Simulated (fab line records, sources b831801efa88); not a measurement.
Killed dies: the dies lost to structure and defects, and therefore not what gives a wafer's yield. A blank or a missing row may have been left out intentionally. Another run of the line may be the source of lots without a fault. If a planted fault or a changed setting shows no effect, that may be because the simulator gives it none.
Which of the tools did it?    flow gf180mcu    14 lots with 42 wafers sampled at 5 steps, on a route of 602 steps

## WHAT EACH GAUGE READ, for each wafer
GF_STI_THK_MEAS_30. Usual: STI_OXIDATION_02_THK typically reads 10.02 nm, with standard deviation 0.19.
lot   measured     on             STI_OXIDATION_02_THK (nm)  flag
L906  day 2 08:56  film metro-03  10.23 10.17 10.07          
L907  day 2 10:54  film metro-02  9.97 10.05 10.06           
L908  day 2 18:03  film metro-03  10.39 10.33 10.20          
L909  day 2 21:49  film metro-02  10.03 10.18 9.93           
L910  day 3 02:41  film metro-01  10.34 10.06 10.15          
L911  day 3 07:48  film metro-01  9.85 10.12 10.15           
L913  day 3 17:29  film metro-01  7.63 7.63 7.54             OFF
L914  day 3 23:19  film metro-03  9.97 9.91 10.04            
L915  day 4 09:38  film metro-02  7.68 7.58 7.55             OFF
L918  day 5 05:10  film metro-02  9.90 9.76 10.01            
L924  day 6 05:09  film metro-02  9.88 9.71 9.75             
L926  day 6 12:40  film metro-02  9.78 9.61 9.65             
L927  day 6 18:17  film metro-02  10.20 10.05 10.00          
L928  day 6 23:44  film metro-02  10.10 9.99 10.16           

GF_MVSD_OVL_MEAS_07. Usual: MVSD_OVL typically reads 0.0 nm, with standard deviation 1.4.
lot   measured     on          MVSD_OVL (nm)   flag
L906  day 4 13:17  overlay-02  -0.4 -1.2 1.5   
L907  day 4 14:53  overlay-01  -2.0 0.3 0.8    
L908  day 4 23:17  overlay-01  1.2 -1.2 -0.3   
L909  day 5 02:53  overlay-02  2.1 2.6 2.3     
L910  day 5 08:48  overlay-01  -2.3 0.7 0.2    
L911  day 5 14:59  overlay-02  -0.3 -0.3 0.5   
L913  day 6 01:25  overlay-01  4.3 0.6 1.3     
L914  day 6 07:44  overlay-02  0.0 -0.1 0.6    
L915  day 6 18:57  overlay-02  -1.4 -2.0 -1.3  
L918  day 7 17:56  overlay-02  -1.3 -0.4 1.0   
L924  day 8 20:56  overlay-02  0.5 -0.6 -0.8   
L926  day 9 05:13  overlay-01  3.4 1.4 2.2     
L927  day 9 11:19  overlay-02  -0.3 -4.0 -0.8  
L928  day 9 17:05  overlay-01  0.3 -2.1 0.9    

GF_POLY_GATE_OVL_MEAS_11. Usual: POLY_GATE_OVL typically reads -5 nm, with standard deviation 5.7.
lot   measured      on          POLY_GATE_OVL (nm)  flag
L906  day 9 07:25   overlay-01  -10 -6 -13          
L907  day 9 11:22   overlay-01  -12 0 -8            
L908  day 9 20:14   overlay-02  1 -3 1              
L909  day 10 01:03  overlay-02  -9 -2 -1            
L910  day 10 11:50  overlay-01  2 3 -5              
L911  day 10 17:49  overlay-01  -6 -5 -3            
L913  day 11 03:26  overlay-02  -4 2 -6             
L914  day 11 11:15  overlay-02  -8 -11 -9           
L915  day 12 03:56  overlay-02  -2 0 -4             
L918  day 13 07:37  overlay-02  -14 -7 -9           
L924  day 14 20:19  overlay-01  -7 -5 1             
L926  day 15 05:11  overlay-02  -6 -3 -9            
L927  day 15 13:26  overlay-02  2 -7 -6             
L928  day 15 20:46  overlay-01  1 1 -9              

## WHICH TOOL RAN EACH LOT (tool, then ch and the chambers of the sampled wafers, then the start)
lot   GF_STI_ETCH_14                   GF_STI_OXIDATION_29
L906  rie si-02 ch 1,2, day 2 04:29    furnace-01 ch 0, day 2 07:32
L907  rie si-01 ch 0,1,2, day 2 06:23  furnace-02 ch 0, day 2 09:30
L908  rie si-01 ch 0,2, day 2 13:55    furnace-01 ch 0, day 2 16:39
L909  rie si-02 ch 1,3, day 2 17:41    furnace-02 ch 0, day 2 20:25
L910  rie si-01 ch 0,1,2, day 2 21:47  furnace-01 ch 0, day 3 01:17
L911  rie si-02 ch 1,2,3, day 3 03:08  furnace-01 ch 0, day 3 06:23
L913  rie si-01 ch 0,1,2, day 3 13:20  furnace-01 ch 0, day 3 16:04
L914  rie si-01 ch 0,1,2, day 3 19:10  furnace-02 ch 0, day 3 21:55
L915  rie si-01 ch 0,1,2, day 4 00:47  furnace-01 ch 0, day 4 08:13
L918  rie si-01 ch 0,1,2, day 4 15:23  furnace-02 ch 0, day 5 03:47
L924  rie si-02 ch 0,2,3, day 6 00:05  furnace-02 ch 0, day 6 03:45
L926  rie si-01 ch 0,1, day 6 08:14    furnace-02 ch 0, day 6 11:17
L927  rie si-01 ch 0,2,3, day 6 14:08  furnace-01 ch 0, day 6 16:53
L928  rie si-02 ch 2,3, day 6 18:47    furnace-01 ch 0, day 6 22:20
- GF_STI_ETCH_14: etches Si in HBr/Cl2/O2, target depth 360 nm, time 102.9 s.
- GF_STI_OXIDATION_29: stabilise 600 s, purge 300 s, target thk 10 nm.

## AS READ BY THE TOOLS THEMSELVES (means over the sampled wafers that have a number; for cases with no such wafer, the mark the record gives instead)
GF_STI_ETCH_14. Usual: drypump motor current A 5.4 A, standard deviation 0.5; oes product au 1.003 a.u., standard deviation 0.01; throttle valve pct 25.655 %, standard deviation 0.01.
lot   tool       drypump motor current A (A)  oes product au (a.u.)  throttle valve pct (%)  flag
L906  rie si-02  6.0                          1.006                  25.656                  
L907  rie si-01  5.0                          0.997                  25.659                  
L908  rie si-01  4.8                          0.996                  25.657                  
L909  rie si-02  5.6                          1.026                  25.639                  
L910  rie si-01  5.0                          1.000                  25.645                  
L911  rie si-02  5.8                          1.014                  25.647                  
L913  rie si-01  5.0                          1.000                  25.654                  
L914  rie si-01  5.0                          0.991                  25.668                  
L915  rie si-01  5.0                          1.000                  25.661                  
L918  rie si-01  5.0                          0.998                  25.658                  
L924  rie si-02  5.8                          1.001                  25.659                  
L926  rie si-01  4.8                          0.994                  25.668                  
L927  rie si-01  5.2                          1.008                  25.643                  
L928  rie si-02  5.6                          1.001                  25.661                  

## THE ANSWER, worked out from the rows above alone
Rule: a lot counts as off when the mean over its wafers that have a number is more than 3 standard deviations away from the usual mean. A lot without any number at a reading at which 4 lots or more have one is off too. Any other lot the step has rows for is counted as sound. After the gauges, taken in route order, come the tools' own readings; for these a lot's mean is taken, as printed above. At the first step where some lot is off, the reading lying furthest off is the one used; lots without a number count as furthest.
Off: at GF_STI_THK_MEAS_30 (STI_OXIDATION_02_THK), L913, L915.
A tool fits if, at a process step before that reading, it ran every lot that is off, and no sound lot after the first of them. Gauges at GF_STI_THK_MEAS_30: tried the same way as those tools. Not one of the candidates tried fits.

## WHAT THE SIMULATOR HAD INSERTED
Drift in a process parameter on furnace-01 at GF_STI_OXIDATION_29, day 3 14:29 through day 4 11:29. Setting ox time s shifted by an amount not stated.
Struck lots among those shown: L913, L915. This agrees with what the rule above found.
